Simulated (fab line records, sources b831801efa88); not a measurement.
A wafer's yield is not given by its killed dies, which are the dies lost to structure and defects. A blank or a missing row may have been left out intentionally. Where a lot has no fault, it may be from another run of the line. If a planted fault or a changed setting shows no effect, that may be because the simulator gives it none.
Matching of chambers || flow gf180mcu || GF_PASSIVATION_ETCH_11 on rie-diel-02 has 4 sister chambers
The step etches the open film in CF4/O2, stops on TiN, target depth 2040 nm, time 453.3 s. 4 wafers are shown with their chamber, then 9 later ones without.

== EACH WAFER AND ITS CHAMBER ==
{"wafer": "L085.3", "chamber": 3, "drypump-motor-current-A (A)": 6.20}
{"wafer": "L089.1", "chamber": 2, "drypump-motor-current-A (A)": 5.73}
{"wafer": "L089.5", "chamber": 1, "drypump-motor-current-A (A)": 5.65}
{"wafer": "L089.6", "chamber": 0, "drypump-motor-current-A (A)": 6.05}

== WAFERS WITHOUT THEIR CHAMBER ==
{"wafer": "L092.3", "drypump-motor-current-A (A)": 6.17}
{"wafer": "L092.4", "drypump-motor-current-A (A)": 5.68}
{"wafer": "L092.6", "drypump-motor-current-A (A)": 5.66}
{"wafer": "L093.1", "drypump-motor-current-A (A)": 5.66}
{"wafer": "L093.3", "drypump-motor-current-A (A)": 6.19}
{"wafer": "L093.5", "drypump-motor-current-A (A)": 5.71}
{"wafer": "L096.1", "drypump-motor-current-A (A)": 6.08}
{"wafer": "L096.4", "drypump-motor-current-A (A)": 6.18}
{"wafer": "L096.5", "drypump-motor-current-A (A)": 5.67}

== EACH ONE'S CHAMBER ==
{"wafer": "L092.3", "from the rows above": 3, "in truth": 3}
{"wafer": "L092.4", "from the rows above": "can't be placed: 1 or 2", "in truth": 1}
{"wafer": "L092.6", "from the rows above": 1, "in truth": 1}
{"wafer": "L093.1", "from the rows above": 1, "in truth": 1}
{"wafer": "L093.3", "from the rows above": 3, "in truth": 3}
{"wafer": "L093.5", "from the rows above": "can't be placed: 2 or 1", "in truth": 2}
{"wafer": "L096.1", "from the rows above": 0, "in truth": 0}
{"wafer": "L096.4", "from the rows above": 3, "in truth": 3}
{"wafer": "L096.5", "from the rows above": "can't be placed: 1 or 2", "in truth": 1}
Placed correctly: 6 of 9. Cannot be placed on the basis of these rows: 3; the candidates contain the true chamber in 3. Wrongly placed: 0.
How it was worked out, from the rows above alone: a wafer's distance from a chamber is the root of the sum, over the readings, of the square of ((its reading less the chamber's mean) divided by the reading's scatter). The wafer belongs to the nearest chamber; if the next one is less than 2 further off, it can't be placed. A chamber's mean is the mean of its shown wafers. The scatter: with one shown wafer a chamber, the root of the mean of the squares of how far each hidden wafer lies from its nearest shown one.
